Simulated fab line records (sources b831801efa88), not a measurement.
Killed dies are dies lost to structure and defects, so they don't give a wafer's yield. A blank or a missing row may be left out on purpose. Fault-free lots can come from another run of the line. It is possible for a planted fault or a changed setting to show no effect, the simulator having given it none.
Which of the tools did it? || flow sky130 || route of 708 steps, sampled at 1 step: 12 lots, 36 wafers

== WHAT THE GAUGES READ, wafer by wafer ==
SKY_METAL1_THK_MEAS_06: measures by xrf.
{"lot": "L075", "measured": "day 32 00:34", "on": "film metro-01", "METAL1_ALCU_THK (nm)": "256.0 257.3 252.9"}
{"lot": "L077", "measured": "day 32 23:55", "on": "film metro-02", "METAL1_ALCU_THK (nm)": "251.0 248.6 251.3"}
{"lot": "L079", "measured": "day 33 10:41", "on": "film metro-03", "METAL1_ALCU_THK (nm)": "245.9 248.4 244.7"}
{"lot": "L081", "measured": "day 34 05:37", "on": "film metro-03", "METAL1_ALCU_THK (nm)": "249.0 249.7 250.8"}
{"lot": "L084", "measured": "day 36 01:36", "on": "film metro-01", "METAL1_ALCU_THK (nm)": "256.2 255.6 253.3"}
{"lot": "L085", "measured": "day 36 05:27", "on": "film metro-03", "METAL1_ALCU_THK (nm)": "251.4 251.6 252.3"}
{"lot": "L086", "measured": "day 36 07:49", "on": "film metro-01", "METAL1_ALCU_THK (nm)": "256.2 253.0 253.3"}
{"lot": "L089", "measured": "day 36 16:34", "on": "film metro-01", "METAL1_ALCU_THK (nm)": "253.1 253.4 253.5"}
{"lot": "L092", "measured": "day 37 10:29", "on": "film metro-03", "METAL1_ALCU_THK (nm)": "258.5 254.7 255.0"}
{"lot": "L093", "measured": "day 37 17:03", "on": "film metro-02", "METAL1_ALCU_THK (nm)": "258.4 253.0 256.0"}
{"lot": "L095", "measured": "day 38 10:34", "on": "film metro-03", "METAL1_ALCU_THK (nm)": "252.8 254.9 256.4"}
{"lot": "L097", "measured": "day 39 14:24", "on": "film metro-02", "METAL1_ALCU_THK (nm)": "251.0 249.0 250.8"}

== WHAT TOOL EACH LOT RAN ON (gives the tool, then ch and the chambers of the sampled wafers, and finally the start) ==
The record shows no process step preceding these readings.

== THE ANSWER, worked out from the rows above alone ==
Rule: the usual values come from the lots themselves. The widest of any qualifying gaps counts: lots, ordered by their means at a reading, are off when they make up no more than a third of the lots, leave a main group of 4 or more, and stand apart from it by 3 or more times the standard deviation of that group's means. A main group whose means are all the same, to the digits that the tables above print for the reading, isn't used. A lot without any number at a reading at which 4 lots or more have one is off too. The other lots that the step has rows for count as sound.
Across all readings shown, no lot is off: no conclusion can be drawn from this.

== WHAT THE SIMULATOR HAD PUT IN ==
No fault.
